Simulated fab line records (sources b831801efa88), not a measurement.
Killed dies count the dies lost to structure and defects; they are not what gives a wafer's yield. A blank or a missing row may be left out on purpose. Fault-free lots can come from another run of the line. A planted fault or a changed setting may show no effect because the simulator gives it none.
Which tool is to blame? + flow sky130 + at 1 step of a route of 708, 12 lots with 36 wafers sampled

WHAT EACH GAUGE READ, for each wafer
SKY_LDD_LDN_OVL_MEAS_07.
| lot  | measured     | on         | LDD_LDN_OVL (nm) |
|------|--------------|------------|------------------|
| L078 | day 24 19:18 | overlay-02 | -0.7 -0.2 -1.6   |
| L074 | day 25 00:56 | overlay-01 | 0.3 1.9 1.4      |
| L080 | day 25 14:18 | overlay-02 | 0.0 0.3 1.5      |
| L081 | day 25 19:34 | overlay-02 | 2.4 1.0 2.9      |
| L083 | day 26 18:25 | overlay-01 | -2.9 -0.3 0.3    |
| L085 | day 27 06:08 | overlay-01 | 0.5 -1.1 1.8     |
| L087 | day 27 20:45 | overlay-02 | 1.3 1.5 2.1      |
| L089 | day 28 12:26 | overlay-02 | 0.3 1.5 1.4      |
| L091 | day 29 06:26 | overlay-01 | 0.3 -0.3 0.0     |
| L093 | day 29 21:17 | overlay-01 | -2.6 1.0 0.3     |
| L095 | day 30 13:55 | overlay-02 | 0.2 0.3 0.2      |
| L097 | day 31 00:15 | overlay-02 | 1.8 2.7 2.6      |

TOOL THAT RAN EACH LOT (tool first, then ch and the chambers of the sampled wafers, then the start)
There is no process step in the record ahead of these readings.

THE ANSWER, worked out from the rows above alone
Rule: the lots themselves supply what counts as usual. The widest of any qualifying gaps counts: lots, ordered by their means at a reading, are off when they make up no more than a third of the lots, leave a main group of 4 or more, and stand apart from it by 3 or more times the standard deviation of that group's means. A main group is skipped when, at the precision printed for the reading in the tables above, its means are all equal. Also off: a lot with no number at a reading for which 4 or more lots have one. Where the step has rows for the other lots, those lots are counted as sound.
Nothing can be told from this: no lot is off at any reading shown.

WHAT WAS PUT IN BY THE SIMULATOR
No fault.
